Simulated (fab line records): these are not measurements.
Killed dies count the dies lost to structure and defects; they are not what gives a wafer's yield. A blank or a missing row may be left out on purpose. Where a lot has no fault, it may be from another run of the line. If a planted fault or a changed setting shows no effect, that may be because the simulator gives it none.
fab line records | flow gf180mcu
record lots=5 wafers=15 last-day=36
route steps=602 shown DNWELL@38 NWELL@42 LVPWELL@54 MVSD@66 MVPSD@78
lots untouched by any fault: they come from a run of this same line in which no faults occurred
start-h: start of the lot's first displayed wafer, in hours after the record's first day | wait-h: how many hours have passed since the lot's step before this one | " identical to the entry in the row above | L1.1+2: a single row standing in for several wafers | - either no value or no given start | * or withheld: withheld | < > ~ a bound
route shown NAME@n: NAME is a module with steps in the file, n the number in the route of the first one | usual: the fault-free wafers' mean and standard deviation | same: alike in all rows | chamber/n: place in a boat | sites: each site's reading | _std_site: how widely they spread, as a standard deviation | _edge_site: outer sites' mean less inner sites' | radius-mm: how far each site lies from the wafer's centre | mask NAME#n: copy n | behind: tool/chamber where the wafer was last shaped | hold: cause of the lot's hold/its duration in hours/its outcome | device: transistor that didn't switch, given as n, p or np | end of line: tests run on the same wafers once the route is complete | where a step has no rows: the recipe by itself | killed: not the wafer's yield, but the dies lost to structure and defects at the first sort | map: a wafer's dies, x killed, . not, _ none there
set.NAME: the setting that was run; set.NAME@STEP: the one run at that earlier step | model.NAME: the simulator's own value behind a step, which no gauge read
lots at selected steps of the route; one table per step, one row per wafer
services: the hour from which a tool's chamber was out of use, counted from the record's first day as start-h (under 0 if before that day), plus the number of hours and why
## steps
# step GF_DNWELL_DEVELOP_06
# recipe wall-angle-deg=90 develop-time-s=60 dev-temp-c=23
# columns lot.wafer tool chamber start-h wait-h
L084.1+3+5 litho-track-04 0 - -
L087.1+5+6 litho-track-04 0 - -
L088.1+4+6 litho-track-02 0 - -
L096.2+3+5 litho-track-03 0 - -
L097.1+2+6 litho-track-04 0 - -
# step GF_DNWELL_IMPLANT_07
# recipe species=P energy-kev=1500 dose-cm2=1e+13 tilt-deg=0
# columns lot.wafer tool chamber start-h wait-h
L084.1+3+5 implanter-02 0 99.37 -
L087.1+5+6 implanter-01 0 114.17 -
L088.1+4+6 implanter-01 0 120.07 -
L096.2+3+5 implanter-02 0 163.90 -
L097.1+2+6 implanter-02 0 168.26 -
# step GF_DNWELL_STRIP_08
# recipe chemistry=O2/N2 power-w=1400 pressure-mtorr=1500 platen-temp-c=250 o2-flow-sccm=3000 n2-flow-sccm=300 overash-fraction=0.5
# usual drypump-motor-current-A=6.0/0.33 heater-power-w=330/39 oes-product-au=0.722/0.0046 strip-time-to-endpoint-s=36.98/0.11
# columns lot.wafer tool chamber start-h wait-h drypump-motor-current-A heater-power-w oes-product-au rf-hours-counter-h strip-time-to-endpoint-s
L084.1 plasma-asher-04 0 99.52 0.1 5.6 378 0.722 41 37.01
L084.3 " 0 " " 5.6 382 0.721 - 36.86
L084.5 " 1 " " 5.8 304 0.725 - 36.92
L087.1 plasma-asher-02 1 114.32 0.1 6.3 383 0.725 27 37.04
L087.5 " 1 " " 6.2 404 0.727 - 37.06
L087.6 " 0 " " 5.9 296 0.729 - 37.08
L088.1 plasma-asher-03 0 120.22 0.1 5.8 313 0.721 47 37.01
L088.4 " 1 " " 6.6 292 0.724 - 37.03
L088.6 " 1 " " 6.6 295 0.718 - 36.97
L096.2 plasma-asher-04 0 164.02 0.1 5.7 390 0.727 49 37.12
L096.3 " 0 " " 5.7 372 0.729 - 37.10
L096.5 " 0 " " 5.7 378 0.721 - 37.14
L097.1 plasma-asher-02 0 168.41 0.1 6.0 307 0.724 31 36.80
L097.2 " 1 " " 6.3 396 0.725 31 36.96
L097.6 " 1 " " 6.2 397 0.714 - 36.90
# step GF_DNWELL_TW_MEAS_09
# usual DNWELL_TW=1338/7.7
# columns lot.wafer tool chamber start-h wait-h DNWELL_TW
L084.1 film-metro-02 - 99.62 0.1 1334
L084.3 " - " " 1330
L084.5 " - " " 1331
L087.1 film-metro-04 - 114.42 0.1 1336
L087.5 " - " " 1332
L087.6 " - " " 1338
L088.1 film-metro-04 - 120.32 0.1 1336
L088.4 " - " " 1334
L088.6 " - " " 1339
L096.2 film-metro-01 - 164.13 0.1 1330
L096.3 " - " " 1329
L096.5 " - " " 1334
L097.1 film-metro-01 - 168.51 0.1 1344
L097.2 " - " " 1356
L097.6 " - " " 1350
# step GF_NWELL_DEHYDRATE_00
# recipe temp-c=200 time-s=60
# columns lot.wafer tool chamber start-h wait-h
L084.1+3+5 litho-track-02 0 107.52 7.9
L087.1+5+6 litho-track-01 0 121.99 7.6
L088.1+4+6 litho-track-02 0 128.12 7.8
L096.2+3+5 litho-track-04 0 173.04 8.9
L097.1+2+6 litho-track-01 0 176.79 8.3
# step GF_NWELL_HMDS_01
# recipe prime-time-s=60 prime-temp-c=120
# columns lot.wafer tool chamber start-h wait-h
L084.1+3+5 litho-track-02 0 107.67 0.1
L087.1+5+6 litho-track-01 0 122.14 0.1
L088.1+4+6 litho-track-02 0 128.27 0.1
L096.2+3+5 litho-track-04 0 173.19 0.1
L097.1+2+6 litho-track-01 0 176.94 0.1
# step GF_NWELL_COAT_02
# recipe spin-rpm=2000 resist-thk-nm=3000
# usual spin-speed-rpm=1999.9/1.4
# columns lot.wafer tool chamber start-h wait-h spin-speed-rpm
L084.1 litho-track-02 0 107.82 0.1 1997.2
L084.3 " 0 " " 2000.4
L084.5 " 0 " " 1998.5
L087.1 litho-track-01 0 122.29 0.1 2000.9
L087.5 " 0 " " 1999.7
L087.6 " 0 " " 2000.8
L088.1 litho-track-02 0 128.42 0.1 1998.6
L088.4 " 0 " " 1999.5
L088.6 " 0 " " 2001.0
L096.2 litho-track-04 0 173.34 0.1 1998.8
L096.3 " 0 " " 1998.9
L096.5 " 0 " " 1999.0
L097.1 litho-track-01 0 177.09 0.1 2000.8
L097.2 " 0 " " 2000.1
L097.6 " 0 " " 2000.1
# step GF_NWELL_SOFTBAKE_03
# recipe temp-c=110 time-s=withheld
# columns lot.wafer tool chamber start-h wait-h
L084.1+3+5 litho-track-02 0 107.97 0.1
L087.1+5+6 litho-track-01 0 122.44 0.1
L088.1+4+6 litho-track-02 0 128.57 0.1
L096.2+3+5 litho-track-04 0 173.50 0.1
L097.1+2+6 litho-track-01 0 177.24 0.1
# step GF_NWELL_EXPOSE_04
# recipe mask-id=Nwell target-cd-nm=860 na=0.6 source-shape=conventional sigma-outer=0.6 dose-mj=260
# usual reticle-temp-C=23.04/0.088
# columns lot.wafer tool chamber start-h wait-h mask reticle-temp-C
L084.1 iline-stepper-01 0 - - Nwell#0 23.01
L084.3 " 0 " " Nwell#0 23.13
L084.5 " 0 " " Nwell#0 23.17
L087.1 iline-stepper-01 0 - - Nwell#0 22.89
L087.5 " 0 " " Nwell#0 23.01
L087.6 " 0 " " Nwell#0 23.00
L088.1 iline-stepper-02 0 - - Nwell#0 22.97
L088.4 " 0 " " Nwell#0 22.99
L088.6 " 0 " " Nwell#0 23.01
L096.2 iline-stepper-02 0 - - Nwell#0 22.97
L096.3 " 0 " " Nwell#0 22.95
L096.5 " 0 " " Nwell#0 22.95
L097.1 iline-stepper-01 0 - - Nwell#0 23.03
L097.2 " 0 " " Nwell#0 23.03
L097.6 " 0 " " Nwell#0 22.89
# step GF_NWELL_PEB_05
# recipe temp-c=115 time-s=withheld
# columns lot.wafer tool chamber start-h wait-h
L084.1+3+5 litho-track-01 0 - -
L087.1+5+6 litho-track-01 0 - -
L088.1+4+6 litho-track-01 0 - -
L096.2+3+5 litho-track-04 0 - -
L097.1+2+6 litho-track-02 0 - -
# step GF_NWELL_DEVELOP_06
# recipe wall-angle-deg=90 develop-time-s=60 dev-temp-c=23
# columns lot.wafer tool chamber start-h wait-h
L084.1+3+5 litho-track-01 0 - -
L087.1+5+6 litho-track-01 0 - -
L088.1+4+6 litho-track-01 0 - -
L096.2+3+5 litho-track-04 0 - -
L097.1+2+6 litho-track-02 0 - -
# step GF_NWELL_OVL_MEAS_07
# usual NWELL_OVL=-0.7/1.4
# columns lot.wafer tool chamber start-h wait-h NWELL_OVL[nm]
L084.1 overlay-01 - 116.39 - -2.5
L084.3 " - " " -1.2
L084.5 " - " " 0.5
L087.1 overlay-01 - 130.94 - 1.3
L087.5 " - " " -2.4
L087.6 " - " " 0.2
L088.1 overlay-01 - 137.34 - -2.0
L088.4 " - " " 0.6
L088.6 " - " " -0.2
L096.2 overlay-01 - 182.82 - -1.1
L096.3 " - " " -2.5
L096.5 " - " " -0.3
L097.1 overlay-02 - 186.72 - 0.3
L097.2 " - " " 0.6
L097.6 " - " " 0.7
# step GF_NWELL_IMPLANT_08
# recipe species=P energy-kev=450 dose-cm2=1.5e+13 tilt-deg=0
# columns lot.wafer tool chamber start-h wait-h
L084.1+3+5 implanter-04 0 116.43 0.0
L087.1+5+6 implanter-01 0 130.98 0.0
L088.1+4+6 implanter-03 0 137.38 0.0
L096.2+3+5 implanter-04 0 182.88 0.0
L097.1+2+6 implanter-03 0 186.76 0.0
# step GF_NWELL_IMPLANT_09
# recipe species=P energy-kev=160 dose-cm2=4.199e+12 tilt-deg=0
# columns lot.wafer tool chamber start-h wait-h
L084.1+3+5 implanter-04 0 116.58 0.1
L087.1+5+6 implanter-01 0 131.13 0.1
L088.1+4+6 implanter-03 0 137.53 0.1
L096.2+3+5 implanter-04 0 183.03 0.1
L097.1+2+6 implanter-03 0 186.91 0.1
# step GF_NWELL_STRIP_10
# recipe chemistry=O2/N2 power-w=1400 pressure-mtorr=1500 platen-temp-c=250 o2-flow-sccm=3000 n2-flow-sccm=300 overash-fraction=0.5
# usual drypump-motor-current-A=5.8/0.47 heater-power-w=316/32 oes-product-au=0.722/0.0047 strip-time-to-endpoint-s=36.99/0.11
# columns lot.wafer tool chamber start-h wait-h drypump-motor-current-A heater-power-w oes-product-au rf-hours-counter-h strip-time-to-endpoint-s
L084.1 plasma-asher-04 1 116.73 0.1 5.8 319 0.714 44 37.13
L084.3 " 1 " " 5.8 301 0.727 - 37.12
L084.5 " 0 " " 5.7 373 0.726 - 37.06
L087.1 plasma-asher-01 1 131.28 0.1 5.7 277 0.725 2 37.08
L087.5 " 1 " " 5.7 280 0.719 - 37.16
L087.6 " 0 " " 4.9 323 0.726 - 37.12
L088.1 plasma-asher-03 0 137.68 0.1 5.8 314 0.720 49 36.84
L088.4 " 0 " " 5.8 313 0.723 - 36.83
L088.6 " 1 " " 6.5 297 0.726 - 36.87
L096.2 plasma-asher-03 0 183.15 0.1 5.8 308 0.720 53 36.81
L096.3 " 1 " " 6.6 291 0.716 - 36.80
L096.5 " 1 " " 6.6 294 0.721 - 36.80
L097.1 plasma-asher-04 1 187.06 0.1 5.7 315 0.723 52 36.94
L097.2 " 0 " " 5.6 378 0.725 52 36.96
L097.6 " 0 " " 5.6 378 0.727 - 37.01
# step GF_NWELL_TW_MEAS_11
# usual NWELL_TW=1572/12
# columns lot.wafer tool chamber start-h wait-h NWELL_TW
L084.1 film-metro-04 - 116.83 0.1 1558
L084.3 " - " " 1562
L084.5 " - " " 1562
L087.1 film-metro-03 - 131.38 0.1 1580
L087.5 " - " " 1585
L087.6 " - " " 1584
L088.1 film-metro-03 - 137.78 0.1 1588
L088.4 " - " " 1591
L088.6 " - " " 1589
L096.2 film-metro-02 - 183.26 0.1 1567
L096.3 " - " " 1562
L096.5 " - " " 1567
L097.1 film-metro-03 - 187.16 0.1 1588
L097.2 " - " " 1583
L097.6 " - " " 1595
# step GF_LVPWELL_DEHYDRATE_00
# recipe temp-c=200 time-s=60
# columns lot.wafer tool chamber start-h wait-h
L084.1+3+5 litho-track-01 0 124.39 7.6
L087.1+5+6 litho-track-01 0 139.14 7.8
L088.1+4+6 litho-track-04 0 145.61 7.8
L096.2+3+5 litho-track-04 0 192.04 8.8
L097.1+2+6 litho-track-01 0 195.84 8.7
# step GF_LVPWELL_HMDS_01
# recipe prime-time-s=60 prime-temp-c=120
# columns lot.wafer tool chamber start-h wait-h
L084.1+3+5 litho-track-01 0 124.54 0.1
L087.1+5+6 litho-track-01 0 139.29 0.1
L088.1+4+6 litho-track-04 0 145.76 0.1
L096.2+3+5 litho-track-04 0 192.19 0.1
L097.1+2+6 litho-track-01 0 195.99 0.1
# step GF_LVPWELL_COAT_02
# recipe spin-rpm=2000 resist-thk-nm=3000
# usual spin-speed-rpm=2000.1/1.1
# columns lot.wafer tool chamber start-h wait-h spin-speed-rpm
L084.1 litho-track-01 0 124.69 0.1 2000.9
L084.3 " 0 " " 1999.1
L084.5 " 0 " " 1998.1
L087.1 litho-track-01 0 139.44 0.1 1998.8
L087.5 " 0 " " 2000.3
L087.6 " 0 " " 2002.9
L088.1 litho-track-04 0 145.91 0.1 2000.7
L088.4 " 0 " " 1999.5
L088.6 " 0 " " 1999.6
L096.2 litho-track-04 0 192.34 0.1 2001.6
L096.3 " 0 " " 2003.4
L096.5 " 0 " " 2000.6
L097.1 litho-track-01 0 196.14 0.1 1999.7
L097.2 " 0 " " 1999.7
L097.6 " 0 " " 2000.8
# step GF_LVPWELL_SOFTBAKE_03
# recipe temp-c=110 time-s=withheld
# columns lot.wafer tool chamber start-h wait-h
L084.1+3+5 litho-track-01 0 124.84 0.1
L087.1+5+6 litho-track-01 0 139.59 0.1
L088.1+4+6 litho-track-04 0 146.06 0.1
L096.2+3+5 litho-track-04 0 192.50 0.1
L097.1+2+6 litho-track-01 0 196.29 0.1
# step GF_LVPWELL_EXPOSE_04
# recipe mask-id=LVPWELL target-cd-nm=600 na=0.6 source-shape=conventional sigma-outer=0.6 dose-mj=260
# usual reticle-temp-C=22.99/0.1
# columns lot.wafer tool chamber start-h wait-h mask reticle-temp-C
L084.1 iline-stepper-01 0 - - LVPWELL#0 22.98
L084.3 " 0 " " LVPWELL#0 22.98
L084.5 " 0 " " LVPWELL#0 22.95
L087.1 iline-stepper-02 0 - - LVPWELL#0 22.93
L087.5 " 0 " " LVPWELL#0 22.94
L087.6 " 0 " " LVPWELL#0 22.92
L088.1 iline-stepper-02 0 - - LVPWELL#0 22.96
L088.4 " 0 " " LVPWELL#0 22.97
L088.6 " 0 " " LVPWELL#0 23.19
L096.2 iline-stepper-02 0 - - LVPWELL#0 22.87
L096.3 " 0 " " LVPWELL#0 22.84
L096.5 " 0 " " LVPWELL#0 22.75
L097.1 iline-stepper-01 0 - - LVPWELL#0 23.07
L097.2 " 0 " " LVPWELL#0 23.19
L097.6 " 0 " " LVPWELL#0 23.14
# step GF_LVPWELL_PEB_05
# recipe temp-c=115 time-s=withheld
# columns lot.wafer tool chamber start-h wait-h
L084.1+3+5 litho-track-01 0 - -
L087.1+5+6 litho-track-01 0 - -
L088.1+4+6 litho-track-04 0 - -
L096.2+3+5 litho-track-03 0 - -
L097.1+2+6 litho-track-03 0 - -
# step GF_LVPWELL_DEVELOP_06
# recipe wall-angle-deg=90 develop-time-s=60 dev-temp-c=23
# columns lot.wafer tool chamber start-h wait-h
L084.1+3+5 litho-track-01 0 - -
L087.1+5+6 litho-track-01 0 - -
L088.1+4+6 litho-track-04 0 - -
L096.2+3+5 litho-track-03 0 - -
L097.1+2+6 litho-track-03 0 - -
# step GF_LVPWELL_OVL_MEAS_07
# usual LVPWELL_OVL=-0.7/1.4
# columns lot.wafer tool chamber start-h wait-h LVPWELL_OVL[nm]
L084.1 overlay-02 - 133.29 - -2.0
L084.3 " - " " -0.9
L084.5 " - " " -1.1
L087.1 overlay-02 - 148.24 - -0.5
L087.5 " - " " 0.4
L087.6 " - " " 0.5
L088.1 overlay-02 - 155.31 - 0.4
L088.4 " - " " -0.8
L088.6 " - " " -0.1
L096.2 overlay-02 - 202.13 - -0.4
L096.3 " - " " 0.1
L096.5 " - " " -0.8
L097.1 overlay-02 - 206.22 - -3.1
L097.2 " - " " -4.5
L097.6 " - " " -2.5
# step GF_LVPWELL_IMPLANT_08
# recipe species=B energy-kev=170 dose-cm2=1.5e+13 tilt-deg=0
# columns lot.wafer tool chamber start-h wait-h
L084.1+3+5 implanter-03 0 133.33 0.0
L087.1+5+6 implanter-03 0 148.28 0.0
L088.1+4+6 implanter-03 0 155.35 0.0
L096.2+3+5 implanter-01 0 202.18 0.0
L097.1+2+6 implanter-02 0 206.26 0.0
# step GF_LVPWELL_IMPLANT_09
# recipe species=B energy-kev=60 dose-cm2=5e+12 tilt-deg=0
# columns lot.wafer tool chamber start-h wait-h
L084.1+3+5 implanter-03 0 133.48 0.1
L087.1+5+6 implanter-03 0 148.43 0.1
L088.1+4+6 implanter-03 0 155.50 0.1
L096.2+3+5 implanter-01 0 202.33 0.1
L097.1+2+6 implanter-02 0 206.41 0.1
# step GF_LVPWELL_STRIP_10
# recipe chemistry=O2/N2 power-w=1400 pressure-mtorr=1500 platen-temp-c=250 o2-flow-sccm=3000 n2-flow-sccm=300 overash-fraction=0.5
# usual drypump-motor-current-A=5.8/0.53 heater-power-w=309/30 oes-product-au=0.723/0.0044 strip-time-to-endpoint-s=36.96/0.087
# columns lot.wafer tool chamber start-h wait-h drypump-motor-current-A heater-power-w oes-product-au rf-hours-counter-h strip-time-to-endpoint-s
L084.1 plasma-asher-01 1 133.63 0.1 5.7 282 0.723 2 37.10
L084.3 " 0 " " 4.9 326 0.716 - 37.12
L084.5 " 0 " " 5.0 326 0.724 - 37.16
L087.1 plasma-asher-01 1 148.58 0.1 5.7 277 0.724 4 36.85
L087.5 " 1 " " 5.7 282 0.725 - 37.04
L087.6 " 0 " " 5.0 335 0.723 - 36.99
L088.1 plasma-asher-03 1 155.65 0.1 6.6 294 0.715 51 37.05
L088.4 " 1 " " 6.6 293 0.728 - 36.96
L088.6 " 1 " " 6.6 295 0.722 - 37.03
L096.2 plasma-asher-02 1 202.46 0.1 6.2 387 0.713 34 36.99
L096.3 " 1 " " 6.3 395 0.727 - 37.07
L096.5 " 1 " " 6.2 387 0.725 - 37.05
L097.1 plasma-asher-02 1 206.56 0.1 6.2 388 0.729 35 37.00
L097.2 " 0 " " 5.9 305 0.725 35 36.94
L097.6 " 1 " " 6.2 407 0.726 - 37.03
# step GF_LVPWELL_TW_MEAS_11
# usual LVPWELL_TW=558/4
# columns lot.wafer tool chamber start-h wait-h LVPWELL_TW
L084.1 film-metro-03 - 133.73 0.1 561
L084.3 " - " " 562
L084.5 " - " " 560
L087.1 film-metro-03 - 148.68 0.1 559
L087.5 " - " " 558
L087.6 " - " " 557
L088.1 film-metro-03 - 155.75 0.1 563
L088.4 " - " " 556
L088.6 " - " " 560
L096.2 film-metro-03 - 202.57 0.1 558
L096.3 " - " " 561
L096.5 " - " " 559
L097.1 film-metro-04 - 206.66 0.1 557
L097.2 " - " " 557
L097.6 " - " " 555
# step GF_MVSD_DEHYDRATE_00
# recipe temp-c=200 time-s=60
# columns lot.wafer tool chamber start-h wait-h
L084.1+3+5 litho-track-02 0 141.87 8.1
L087.1+5+6 litho-track-01 0 156.44 7.8
L088.1+4+6 litho-track-03 0 164.82 9.1
L096.2+3+5 litho-track-03 0 211.70 9.1
L097.1+2+6 litho-track-01 0 216.29 9.6
# step GF_MVSD_HMDS_01
# recipe prime-time-s=60 prime-temp-c=120
# columns lot.wafer tool chamber start-h wait-h
L084.1+3+5 litho-track-02 0 142.02 0.1
L087.1+5+6 litho-track-01 0 156.59 0.1
L088.1+4+6 litho-track-03 0 164.97 0.1
L096.2+3+5 litho-track-03 0 211.85 0.1
L097.1+2+6 litho-track-01 0 216.44 0.1
# step GF_MVSD_COAT_02
# recipe spin-rpm=2000 resist-thk-nm=3000
# usual spin-speed-rpm=2000.0/1.2
# columns lot.wafer tool chamber start-h wait-h spin-speed-rpm
L084.1 litho-track-02 0 142.17 0.1 2000.6
L084.3 " 0 " " 1998.3
L084.5 " 0 " " 1998.8
L087.1 litho-track-01 0 156.74 0.1 2000.6
L087.5 " 0 " " 1999.2
L087.6 " 0 " " 2001.1
L088.1 litho-track-03 0 165.12 0.1 2002.6
L088.4 " 0 " " 2001.3
L088.6 " 0 " " 1999.5
L096.2 litho-track-03 0 212.00 0.1 1999.5
L096.3 " 0 " " 1999.2
L096.5 " 0 " " 1998.4
L097.1 litho-track-01 0 216.59 0.1 2001.5
L097.2 " 0 " " 1999.7
L097.6 " 0 " " 2001.4
# step GF_MVSD_SOFTBAKE_03
# recipe temp-c=110 time-s=withheld
# columns lot.wafer tool chamber start-h wait-h
L084.1+3+5 litho-track-02 0 142.32 0.1
L087.1+5+6 litho-track-01 0 156.89 0.1
L088.1+4+6 litho-track-03 0 165.27 0.1
L096.2+3+5 litho-track-03 0 212.15 0.1
L097.1+2+6 litho-track-01 0 216.74 0.1
# step GF_MVSD_EXPOSE_04
# recipe mask-id=MVSD target-cd-nm=1000 na=0.6 source-shape=conventional sigma-outer=0.6 dose-mj=260
# usual reticle-temp-C=22.99/0.098
# columns lot.wafer tool chamber start-h wait-h mask reticle-temp-C
L084.1 iline-stepper-01 0 - - MVSD#0 23.16
L084.3 " 0 " " MVSD#0 23.14
L084.5 " 0 " " MVSD#0 23.20
L087.1 iline-stepper-02 0 - - MVSD#0 23.01
L087.5 " 0 " " MVSD#0 23.01
L087.6 " 0 " " MVSD#0 23.13
L088.1 iline-stepper-01 0 - - MVSD#0 22.74
L088.4 " 0 " " MVSD#0 23.04
L088.6 " 0 " " MVSD#0 23.05
L096.2 iline-stepper-01 0 - - MVSD#0 23.10
L096.3 " 0 " " MVSD#0 22.85
L096.5 " 0 " " MVSD#0 23.08
L097.1 iline-stepper-01 0 - - MVSD#0 22.97
L097.2 " 0 " " MVSD#0 22.91
L097.6 " 0 " " MVSD#0 22.86
# step GF_MVSD_PEB_05
# recipe temp-c=115 time-s=withheld
# columns lot.wafer tool chamber start-h wait-h
L084.1+3+5 litho-track-01 0 - -
L087.1+5+6 litho-track-02 0 - -
L088.1+4+6 litho-track-03 0 - -
L096.2+3+5 litho-track-03 0 - -
L097.1+2+6 litho-track-03 0 - -
# step GF_MVSD_DEVELOP_06
# recipe wall-angle-deg=90 develop-time-s=60 dev-temp-c=23
# columns lot.wafer tool chamber start-h wait-h
L084.1+3+5 litho-track-01 0 - -
L087.1+5+6 litho-track-02 0 - -
L088.1+4+6 litho-track-03 0 - -
L096.2+3+5 litho-track-03 0 - -
L097.1+2+6 litho-track-03 0 - -
# step GF_MVSD_OVL_MEAS_07
# usual MVSD_OVL=1.6/1.6
# columns lot.wafer tool chamber start-h wait-h MVSD_OVL[nm]
L084.1 overlay-01 - 151.14 - 1.6
L084.3 " - " " 2.5
L084.5 " - " " 0.7
L087.1 overlay-02 - 166.12 - 3.2
L087.5 " - " " 1.5
L087.6 " - " " 2.0
L088.1 overlay-01 - 174.87 - -0.4
L088.4 " - " " -2.4
L088.6 " - " " 0.8
L096.2 overlay-02 - 222.33 - 1.8
L096.3 " - " " 3.4
L096.5 " - " " 3.7
L097.1 overlay-01 - 226.97 - 2.6
L097.2 " - " " 1.8
L097.6 " - " " 0.0
# step GF_MVSD_IMPLANT_08
# recipe species=P energy-kev=403.7 dose-cm2=1.6e+13 tilt-deg=0
# columns lot.wafer tool chamber start-h wait-h
L084.1+3+5 implanter-04 0 151.18 0.0
L087.1+5+6 implanter-03 0 166.16 0.0
L088.1+4+6 implanter-02 0 174.91 0.0
L096.2+3+5 implanter-03 0 222.38 0.0
L097.1+2+6 implanter-03 0 227.01 0.0
# step GF_MVSD_IMPLANT_09
# recipe species=P energy-kev=100 dose-cm2=5e+12 tilt-deg=0
# columns lot.wafer tool chamber start-h wait-h
L084.1+3+5 implanter-04 0 151.33 0.1
L087.1+5+6 implanter-03 0 166.31 0.1
L088.1+4+6 implanter-02 0 175.06 0.1
L096.2+3+5 implanter-03 0 222.53 0.1
L097.1+2+6 implanter-03 0 227.16 0.1
# step GF_MVSD_STRIP_10
# recipe chemistry=O2/N2 power-w=1400 pressure-mtorr=1500 platen-temp-c=250 o2-flow-sccm=3000 n2-flow-sccm=300 overash-fraction=0.5
# usual drypump-motor-current-A=5.6/0.35 heater-power-w=331/40 oes-product-au=0.723/0.0046 strip-time-to-endpoint-s=36.99/0.1
# columns lot.wafer tool chamber start-h wait-h drypump-motor-current-A heater-power-w oes-product-au rf-hours-counter-h strip-time-to-endpoint-s
L084.1 plasma-asher-02 0 151.48 0.1 5.9 305 0.717 30 37.04
L084.3 " 1 " " 6.3 396 0.720 - 36.99
L084.5 " 0 " " 5.9 302 0.724 - 36.94
L087.1 plasma-asher-04 1 166.46 0.1 5.8 318 0.717 50 36.91
L087.5 " 1 " " 5.7 316 0.720 - 36.94
L087.6 " 0 " " 5.6 385 0.726 - 36.97
L088.1 plasma-asher-04 0 175.21 0.1 5.6 378 0.730 51 36.77
L088.4 " 0 " " 5.6 382 0.717 - 36.82
L088.6 " 0 " " 5.7 384 0.726 - 36.83
L096.2 plasma-asher-01 1 222.66 0.1 5.7 283 0.734 12 36.94
L096.3 " 0 " " 4.9 332 0.724 - 37.07
L096.5 " 1 " " 5.7 286 0.728 - 37.12
L097.1 plasma-asher-01 0 227.31 0.1 4.9 332 0.724 12 37.01
L097.2 " 1 " " 5.7 284 0.719 12 36.92
L097.6 " 0 " " 4.9 330 0.719 - 36.93
# step GF_MVSD_TW_MEAS_11
# usual MVSD_TW=1568/9.3
# columns lot.wafer tool chamber start-h wait-h MVSD_TW
L084.1 film-metro-02 - 151.58 0.1 1566
L084.3 " - " " 1564
L084.5 " - " " 1562
L087.1 film-metro-02 - 166.56 0.1 1577
L087.5 " - " " 1574
L087.6 " - " " 1567
L088.1 film-metro-04 - 175.31 0.1 1571
L088.4 " - " " 1578
L088.6 " - " " 1573
L096.2 film-metro-04 - 222.77 0.1 1572
L096.3 " - " " 1568
L096.5 " - " " 1581
L097.1 film-metro-02 - 227.41 0.1 1573
L097.2 " - " " 1573
L097.6 " - " " 1570
# step GF_MVPSD_DEHYDRATE_00
# recipe temp-c=200 time-s=60
# columns lot.wafer tool chamber start-h wait-h
L084.1+3+5 litho-track-02 0 159.97 8.4
L087.1+5+6 litho-track-02 0 175.02 8.5
L088.1+4+6 litho-track-02 0 184.17 8.9
L096.2+3+5 litho-track-04 0 232.54 9.8
L097.1+2+6 litho-track-04 0 236.96 9.5
# step GF_MVPSD_HMDS_01
# recipe prime-time-s=60 prime-temp-c=120
# columns lot.wafer tool chamber start-h wait-h
L084.1+3+5 litho-track-02 0 160.12 0.1
L087.1+5+6 litho-track-02 0 175.17 0.1
L088.1+4+6 litho-track-02 0 184.32 0.1
L096.2+3+5 litho-track-04 0 232.69 0.1
L097.1+2+6 litho-track-04 0 237.11 0.1
# step GF_MVPSD_COAT_02
# recipe spin-rpm=2000 resist-thk-nm=3000
# usual spin-speed-rpm=1999.7/1.1
# columns lot.wafer tool chamber start-h wait-h spin-speed-rpm
L084.1 litho-track-02 0 160.27 0.1 1997.7
L084.3 " 0 " " 1996.8
L084.5 " 0 " " 1999.0
L087.1 litho-track-02 0 175.32 0.1 2000.4
L087.5 " 0 " " 1999.9
L087.6 " 0 " " 1998.9
L088.1 litho-track-02 0 184.47 0.1 1997.8
L088.4 " 0 " " 1998.5
L088.6 " 0 " " 1998.6
L096.2 litho-track-04 0 232.84 0.1 2000.1
L096.3 " 0 " " 2000.4
L096.5 " 0 " " 1998.1
L097.1 litho-track-04 0 237.26 0.1 2000.0
L097.2 " 0 " " 2001.0
L097.6 " 0 " " 1998.7
# step GF_MVPSD_SOFTBAKE_03
# recipe temp-c=110 time-s=withheld
# columns lot.wafer tool chamber start-h wait-h
L084.1+3+5 litho-track-02 0 160.42 0.1
L087.1+5+6 litho-track-02 0 175.47 0.1
L088.1+4+6 litho-track-02 0 184.62 0.1
L096.2+3+5 litho-track-04 0 233.00 0.1
L097.1+2+6 litho-track-04 0 237.41 0.1
# step GF_MVPSD_EXPOSE_04
# recipe mask-id=MVPSD target-cd-nm=1000 na=0.6 source-shape=conventional sigma-outer=0.6 dose-mj=260
# usual reticle-temp-C=22.99/0.11
# columns lot.wafer tool chamber start-h wait-h mask reticle-temp-C
L084.1 iline-stepper-01 0 - - MVPSD#0 22.96
L084.3 " 0 " " MVPSD#0 22.88
L084.5 " 0 " " MVPSD#0 23.01
L087.1 iline-stepper-01 0 - - MVPSD#0 23.05
L087.5 " 0 " " MVPSD#0 23.07
L087.6 " 0 " " MVPSD#0 23.04
L088.1 iline-stepper-02 0 - - MVPSD#0 23.14
L088.4 " 0 " " MVPSD#0 23.07
L088.6 " 0 " " MVPSD#0 22.85
L096.2 iline-stepper-02 0 - - MVPSD#0 22.88
L096.3 " 0 " " MVPSD#0 22.84
L096.5 " 0 " " MVPSD#0 23.05
L097.1 iline-stepper-01 0 - - MVPSD#0 22.95
L097.2 " 0 " " MVPSD#0 23.28
L097.6 " 0 " " MVPSD#0 23.09
# step GF_MVPSD_PEB_05
# recipe temp-c=115 time-s=withheld
# columns lot.wafer tool chamber start-h wait-h
L084.1+3+5 litho-track-02 0 - -
L087.1+5+6 litho-track-03 0 - -
L088.1+4+6 litho-track-04 0 - -
L096.2+3+5 litho-track-03 0 - -
L097.1+2+6 litho-track-04 0 - -
# step GF_MVPSD_DEVELOP_06
# recipe wall-angle-deg=90 develop-time-s=60 dev-temp-c=23
# columns lot.wafer tool chamber start-h wait-h
L084.1+3+5 litho-track-02 0 - -
L087.1+5+6 litho-track-03 0 - -
L088.1+4+6 litho-track-04 0 - -
L096.2+3+5 litho-track-03 0 - -
L097.1+2+6 litho-track-04 0 - -
## services
# columns tool chamber start-h hours kind
implanter-04 - 75.70 2.9 pm
implanter-04 - 84.62 3.3 repair
plasma-asher-02 - 85.82 28.1 pm
iline-stepper-01 - 88.24 1.7 pm
iline-stepper-01 - 89.98 8.2 repair
implanter-03 - 90.98 2.7 repair
implanter-04 - 93.98 2.2 repair
implanter-01 - 96.21 2.3 repair
implanter-03 - 102.54 3.7 repair
plasma-asher-01 - 108.75 9.0 pm
implanter-01 - 112.97 0.9 repair
implanter-03 - 122.34 3.2 repair
implanter-02 - 132.46 0.5 repair
implanter-01 - 142.87 1.7 repair
implanter-04 - 173.76 3.2 repair
iline-stepper-02 - 177.05 2.5 repair
iline-stepper-01 - 184.41 4.4 pm
implanter-04 - 200.53 4.9 repair
implanter-04 - 201.07 2.1 repair
iline-stepper-02 - 203.11 1.7 pm
iline-stepper-02 - 210.45 10.8 repair
implanter-01 - 216.71 3.9 pm
iline-stepper-01 - 228.96 4.7 repair
implanter-04 - 229.13 3.6 pm
## key
fault none
